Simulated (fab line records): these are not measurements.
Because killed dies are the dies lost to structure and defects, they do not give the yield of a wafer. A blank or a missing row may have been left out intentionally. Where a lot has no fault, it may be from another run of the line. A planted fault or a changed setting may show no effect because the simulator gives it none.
Which tool is to blame? / flow gf180mcu / Sampling: 13 lots, 39 wafers, 5 of 602 route steps

WHAT EACH GAUGE READ, for each wafer
GF_DUAL_GATE_OVL_MEAS_11. Usual: DUAL_GATE_OVL gives -0.8 nm (standard deviation 1.4).
lot=L493; measured=day 8 11:48; on=overlay-02; DUAL_GATE_OVL (nm)=0.2 1.7 -0.5; flag=
lot=L495; measured=day 8 23:38; on=overlay-01; DUAL_GATE_OVL (nm)=-1.9 -2.6 -2.3; flag=
lot=L497; measured=day 9 15:53; on=overlay-02; DUAL_GATE_OVL (nm)=-2.5 -2.8 -0.9; flag=
lot=L498; measured=day 9 23:39; on=overlay-02; DUAL_GATE_OVL (nm)=-1.2 -1.2 -0.6; flag=
lot=L500; measured=day 10 14:50; on=overlay-02; DUAL_GATE_OVL (nm)=-2.8 -2.6 -3.1; flag=
lot=L501; measured=day 10 21:49; on=overlay-01; DUAL_GATE_OVL (nm)=-1.4 -1.5 -1.5; flag=
lot=L502; measured=day 11 03:44; on=overlay-02; DUAL_GATE_OVL (nm)=-0.7 -1.5 -1.3; flag=
lot=L504; measured=day 11 19:29; on=overlay-02; DUAL_GATE_OVL (nm)=-1.5 -0.3 -1.3; flag=
lot=L508; measured=day 13 10:52; on=overlay-01; DUAL_GATE_OVL (nm)=-0.9 0.4 -1.3; flag=
lot=L510; measured=day 13 21:25; on=overlay-01; DUAL_GATE_OVL (nm)=-2.8 -0.7 -1.4; flag=
lot=L512; measured=day 14 02:40; on=overlay-02; DUAL_GATE_OVL (nm)=-1.4 -2.0 -1.2; flag=
lot=L511; measured=day 14 03:09; on=overlay-02; DUAL_GATE_OVL (nm)=-0.9 -1.7 -0.7; flag=
lot=L513; measured=day 14 13:02; on=overlay-02; DUAL_GATE_OVL (nm)=-0.6 0.5 0.1; flag=

GF_POLY_GATE_OVL_MEAS_11. Usual: POLY_GATE_OVL gives -2 nm (standard deviation 4.7).
lot=L493; measured=day 9 08:28; on=overlay-01; POLY_GATE_OVL (nm)=-12 -13 -14; flag=
lot=L495; measured=day 9 19:18; on=overlay-02; POLY_GATE_OVL (nm)=3 3 8; flag=
lot=L497; measured=day 10 13:21; on=overlay-01; POLY_GATE_OVL (nm)=1 3 5; flag=
lot=L498; measured=day 10 22:52; on=overlay-02; POLY_GATE_OVL (nm)=-12 -13 -2; flag=
lot=L500; measured=day 11 13:03; on=overlay-02; POLY_GATE_OVL (nm)=2 5 -2; flag=
lot=L501; measured=day 11 22:52; on=overlay-02; POLY_GATE_OVL (nm)=1 4 2; flag=
lot=L502; measured=day 12 05:57; on=overlay-01; POLY_GATE_OVL (nm)=-2 -2 0; flag=
lot=L504; measured=day 12 20:51; on=overlay-01; POLY_GATE_OVL (nm)=1 3 -1; flag=
lot=L508; measured=day 14 11:12; on=overlay-02; POLY_GATE_OVL (nm)=-5 0 1; flag=
lot=L510; measured=day 14 20:49; on=overlay-01; POLY_GATE_OVL (nm)=-5 -3 3; flag=
lot=L512; measured=day 15 04:16; on=overlay-01; POLY_GATE_OVL (nm)=-6 -4 -6; flag=
lot=L511; measured=day 15 03:37; on=overlay-01; POLY_GATE_OVL (nm)=1 1 1; flag=
lot=L513; measured=day 15 13:20; on=overlay-01; POLY_GATE_OVL (nm)=2 -3 3; flag=

GF_CONTACT_THK_MEAS_03. Usual: CONTACT_CVD_02_THK gives 859 nm (standard deviation 11).
lot=L493; measured=day 15 05:49; on=film-metro-02; CONTACT_CVD_02_THK (nm)=836 858 872; flag=
lot=L495; measured=day 15 22:52; on=film-metro-03; CONTACT_CVD_02_THK (nm)=859 849 869; flag=
lot=L497; measured=day 16 17:13; on=film-metro-02; CONTACT_CVD_02_THK (nm)=858 853 872; flag=
lot=L498; measured=day 17 09:59; on=film-metro-04; CONTACT_CVD_02_THK (nm)=862 858 861; flag=
lot=L500; measured=day 18 04:23; on=film-metro-04; CONTACT_CVD_02_THK (nm)=869 859 873; flag=
lot=L501; measured=day 18 13:31; on=film-metro-04; CONTACT_CVD_02_THK (nm)=845 852 854; flag=
lot=L502; measured=day 18 21:05; on=film-metro-03; CONTACT_CVD_02_THK (nm)=850 868 862; flag=
lot=L504; measured=day 19 17:02; on=film-metro-02; CONTACT_CVD_02_THK (nm)=852 874 865; flag=
lot=L508; measured=day 21 10:36; on=film-metro-04; CONTACT_CVD_02_THK (nm)=846 849 852; flag=
lot=L510; measured=day 21 21:46; on=film-metro-02; CONTACT_CVD_02_THK (nm)=855 870 878; flag=
lot=L512; measured=day 22 07:10; on=film-metro-03; CONTACT_CVD_02_THK (nm)=860 860 871; flag=
lot=L511; measured=day 22 05:55; on=film-metro-02; CONTACT_CVD_02_THK (nm)=845 861 867; flag=
lot=L513; measured=day 22 16:56; on=film-metro-03; CONTACT_CVD_02_THK (nm)=839 856 864; flag=

WHICH TOOL RAN EACH LOT (tool, then ch and the chambers of the sampled wafers, then the start)
lot=L493; GF_NSD_IMPLANT_10=implanter-04 ch 0, day 13 09:52; GF_NSD_STRIP_11=plasma-asher-03 ch 0,1, day 13 10:00
lot=L495; GF_NSD_IMPLANT_10=implanter-04 ch 0, day 14 02:14; GF_NSD_STRIP_11=plasma-asher-03 ch 0,1, day 14 02:23
lot=L497; GF_NSD_IMPLANT_10=implanter-01 ch 0, day 14 19:25; GF_NSD_STRIP_11=plasma-asher-04 ch 0,1, day 14 19:34
lot=L498; GF_NSD_IMPLANT_10=implanter-02 ch 0, day 15 11:37; GF_NSD_STRIP_11=plasma-asher-04 ch 0,1, day 15 11:45
lot=L500; GF_NSD_IMPLANT_10=implanter-04 ch 0, day 16 05:15; GF_NSD_STRIP_11=plasma-asher-02 ch 0,1, day 16 05:24
lot=L501; GF_NSD_IMPLANT_10=implanter-01 ch 0, day 16 13:28; GF_NSD_STRIP_11=plasma-asher-02 ch 0,1, day 16 13:36
lot=L502; GF_NSD_IMPLANT_10=implanter-01 ch 0, day 16 21:23; GF_NSD_STRIP_11=plasma-asher-03 ch 0,1, day 16 21:32
lot=L504; GF_NSD_IMPLANT_10=implanter-01 ch 0, day 17 15:42; GF_NSD_STRIP_11=plasma-asher-02 ch 0,1, day 17 15:51
lot=L508; GF_NSD_IMPLANT_10=implanter-04 ch 0, day 19 08:27; GF_NSD_STRIP_11=plasma-asher-02 ch 0,1, day 19 08:36
lot=L510; GF_NSD_IMPLANT_10=implanter-04 ch 0, day 19 20:50; GF_NSD_STRIP_11=plasma-asher-04 ch 0,1, day 19 20:58
lot=L512; GF_NSD_IMPLANT_10=implanter-02 ch 0, day 20 05:47; GF_NSD_STRIP_11=plasma-asher-03 ch 0,1, day 20 05:56
lot=L511; GF_NSD_IMPLANT_10=implanter-04 ch 0, day 20 04:52; GF_NSD_STRIP_11=plasma-asher-03 ch 0,1, day 20 05:00
lot=L513; GF_NSD_IMPLANT_10=implanter-02 ch 0, day 20 16:37; GF_NSD_STRIP_11=plasma-asher-02 ch 0,1, day 20 16:45
- GF_NSD_IMPLANT_10
- GF_NSD_STRIP_11: strips in O2/N2.

WHAT THE TOOLS THEMSELVES READ (means of the sampled wafers that have a number; where no wafer has one, the mark that the record gives instead)
GF_NSD_IMPLANT_10. Usual: beam-energy-keV 40.001, standard deviation 0.013; dose-ions-cm2 5e+14, standard deviation 5.5e+11.
lot=L493 tool=implanter-04 beam-energy-keV=40.023 dose-ions-cm2=5e+14 flag=
lot=L495 tool=implanter-04 beam-energy-keV=39.990 dose-ions-cm2=5e+14 flag=
lot=L497 tool=implanter-01 beam-energy-keV=40.011 dose-ions-cm2=5e+14 flag=
lot=L498 tool=implanter-02 beam-energy-keV=40.006 dose-ions-cm2=5e+14 flag=
lot=L500 tool=implanter-04 beam-energy-keV=40.014 dose-ions-cm2=5e+14 flag=
lot=L501 tool=implanter-01 beam-energy-keV=40.008 dose-ions-cm2=5e+14 flag=
lot=L502 tool=implanter-01 beam-energy-keV=40.007 dose-ions-cm2=5e+14 flag=
lot=L504 tool=implanter-01 beam-energy-keV=39.989 dose-ions-cm2=5e+14 flag=
lot=L508 tool=implanter-04 beam-energy-keV=44.871 dose-ions-cm2=5e+14 flag=OFF
lot=L510 tool=implanter-04 beam-energy-keV=44.864 dose-ions-cm2=5e+14 flag=OFF
lot=L512 tool=implanter-02 beam-energy-keV=39.993 dose-ions-cm2=5e+14 flag=
lot=L511 tool=implanter-04 beam-energy-keV=44.867 dose-ions-cm2=5e+14 flag=OFF
lot=L513 tool=implanter-02 beam-energy-keV=39.981 dose-ions-cm2=5e+14 flag=

GF_NSD_STRIP_11. Usual: drypump-motor-current-A 6.16 A, standard deviation 0.25; heater-power-w 342 W, standard deviation 34; oes-product-au 0.487 a.u., standard deviation 0.0051; strip-time-to-endpoint-s 22.95 s, standard deviation 0.033.
lot=L493; tool=plasma-asher-03; drypump-motor-current-A (A)=6.32; heater-power-w (W)=298; oes-product-au (a.u.)=0.485; strip-time-to-endpoint-s (s)=22.95; flag=
lot=L495; tool=plasma-asher-03; drypump-motor-current-A (A)=6.32; heater-power-w (W)=297; oes-product-au (a.u.)=0.489; strip-time-to-endpoint-s (s)=22.94; flag=
lot=L497; tool=plasma-asher-04; drypump-motor-current-A (A)=5.96; heater-power-w (W)=329; oes-product-au (a.u.)=0.484; strip-time-to-endpoint-s (s)=22.93; flag=
lot=L498; tool=plasma-asher-04; drypump-motor-current-A (A)=5.95; heater-power-w (W)=330; oes-product-au (a.u.)=0.492; strip-time-to-endpoint-s (s)=22.98; flag=
lot=L500; tool=plasma-asher-02; drypump-motor-current-A (A)=6.19; heater-power-w (W)=371; oes-product-au (a.u.)=0.489; strip-time-to-endpoint-s (s)=22.99; flag=
lot=L501; tool=plasma-asher-02; drypump-motor-current-A (A)=6.29; heater-power-w (W)=378; oes-product-au (a.u.)=0.482; strip-time-to-endpoint-s (s)=22.94; flag=
lot=L502; tool=plasma-asher-03; drypump-motor-current-A (A)=6.31; heater-power-w (W)=299; oes-product-au (a.u.)=0.481; strip-time-to-endpoint-s (s)=22.94; flag=
lot=L504; tool=plasma-asher-02; drypump-motor-current-A (A)=6.15; heater-power-w (W)=365; oes-product-au (a.u.)=0.488; strip-time-to-endpoint-s (s)=22.93; flag=
lot=L508; tool=plasma-asher-02; drypump-motor-current-A (A)=6.25; heater-power-w (W)=373; oes-product-au (a.u.)=0.481; strip-time-to-endpoint-s (s)=23.20; flag=OFF
lot=L510; tool=plasma-asher-04; drypump-motor-current-A (A)=5.97; heater-power-w (W)=325; oes-product-au (a.u.)=0.489; strip-time-to-endpoint-s (s)=23.13; flag=OFF
lot=L512; tool=plasma-asher-03; drypump-motor-current-A (A)=6.32; heater-power-w (W)=301; oes-product-au (a.u.)=0.483; strip-time-to-endpoint-s (s)=22.90; flag=
lot=L511; tool=plasma-asher-03; drypump-motor-current-A (A)=6.22; heater-power-w (W)=317; oes-product-au (a.u.)=0.488; strip-time-to-endpoint-s (s)=23.16; flag=OFF
lot=L513; tool=plasma-asher-02; drypump-motor-current-A (A)=6.25; heater-power-w (W)=376; oes-product-au (a.u.)=0.488; strip-time-to-endpoint-s (s)=23.00; flag=

THE ANSWER, worked out from the rows above alone
Rule: a lot counts as off when the mean over its wafers that have a number is more than 3 standard deviations away from the usual mean. A lot without any number at a reading at which 4 lots or more have one is off too. Where the step has rows for the other lots, those lots are counted as sound. Order of review: gauges by route order, followed by the tools' own readings, for which a lot's mean as printed above is used. The first step at which some lot is off is used, and at that step the reading that is off furthest; a lot without a number counts as furthest.
Off, at GF_NSD_IMPLANT_10 on beam-energy-keV: L508, L510, L511.
A tool fits if, at that step or a process step before it, it ran every lot that is off, and no sound lot after the first of them. One candidate fits, namely implanter-04 at GF_NSD_IMPLANT_10. Its last sound lot is L500 (day 16 05:15), its first lot that is off L508 (day 19 08:27): a fault that began between those two fits.
On the lots that are off, the tool's own readings at GF_NSD_IMPLANT_10 differ by more than 5 times the standard deviation of the sound lots' means, which bears it out; beam-energy-keV reads 44.867 there versus 40.002 on the sound lots.

WHAT WAS PUT IN BY THE SIMULATOR
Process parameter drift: implanter-04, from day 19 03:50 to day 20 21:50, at GF_NSD_IMPLANT_10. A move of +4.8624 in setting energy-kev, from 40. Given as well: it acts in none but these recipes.
Lots struck among those shown: L508, L510, L511. Same finding as the rule above.
